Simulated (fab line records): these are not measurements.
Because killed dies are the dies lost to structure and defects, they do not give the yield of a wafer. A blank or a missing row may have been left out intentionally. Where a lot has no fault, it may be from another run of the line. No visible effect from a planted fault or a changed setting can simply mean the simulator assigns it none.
Chamber matching || flow sky130 || 4 sister chambers for SKY_VIA1_ETCH_14 on rie-diel-04
The step etches BARC in N2/H2, stops on SiO2, time 45.9 s, target depth 60 nm. 4 wafers are shown with their chamber, then 7 later ones without.

## WAFERS WITH THEIR CHAMBER
{"wafer": "L078.5", "chamber": 0, "drypump-motor-current-A (A)": 6.0}
{"wafer": "L077.3", "chamber": 1, "drypump-motor-current-A (A)": 5.4}
{"wafer": "L083.4", "chamber": 2, "drypump-motor-current-A (A)": 6.2}
{"wafer": "L083.5", "chamber": 3, "drypump-motor-current-A (A)": 5.4}

## WAFERS MISSING THEIR CHAMBER
{"wafer": "L083.6", "drypump-motor-current-A (A)": 5.9}
{"wafer": "L087.1", "drypump-motor-current-A (A)": 6.1}
{"wafer": "L087.2", "drypump-motor-current-A (A)": 5.4}
{"wafer": "L087.4", "drypump-motor-current-A (A)": 5.5}
{"wafer": "L095.1", "drypump-motor-current-A (A)": 6.2}
{"wafer": "L095.5", "drypump-motor-current-A (A)": 6.1}
{"wafer": "L095.6", "drypump-motor-current-A (A)": 5.4}

## EACH ONE'S CHAMBER
{"wafer": "L083.6", "from the rows above": 0, "in truth": 0}
{"wafer": "L087.1", "from the rows above": "can't be placed: 0 or 2", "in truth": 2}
{"wafer": "L087.2", "from the rows above": "can't be placed: 1 or 3", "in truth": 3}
{"wafer": "L087.4", "from the rows above": "can't be placed: 1 or 3", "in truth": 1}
{"wafer": "L095.1", "from the rows above": 2, "in truth": 2}
{"wafer": "L095.5", "from the rows above": "can't be placed: 0 or 2", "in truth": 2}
{"wafer": "L095.6", "from the rows above": "can't be placed: 1 or 3", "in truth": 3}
Placed correctly: 2 of 7. Not placeable from these rows: 5 (in 5, the candidates include the true chamber). 0 placed wrongly.
How it was worked out, from the rows above alone: a wafer's distance from a chamber is the root of the sum, over the readings, of the square of ((its reading less the chamber's mean) divided by the reading's scatter). If the next closest chamber is less than 2 further off than the closest, the wafer can't be placed; otherwise it belongs to the closest. The mean given for a chamber averages the wafers shown for that chamber. The scatter (one wafer shown for each chamber): square how far every hidden wafer sits from the nearest shown wafer, average those squares and take the square root.
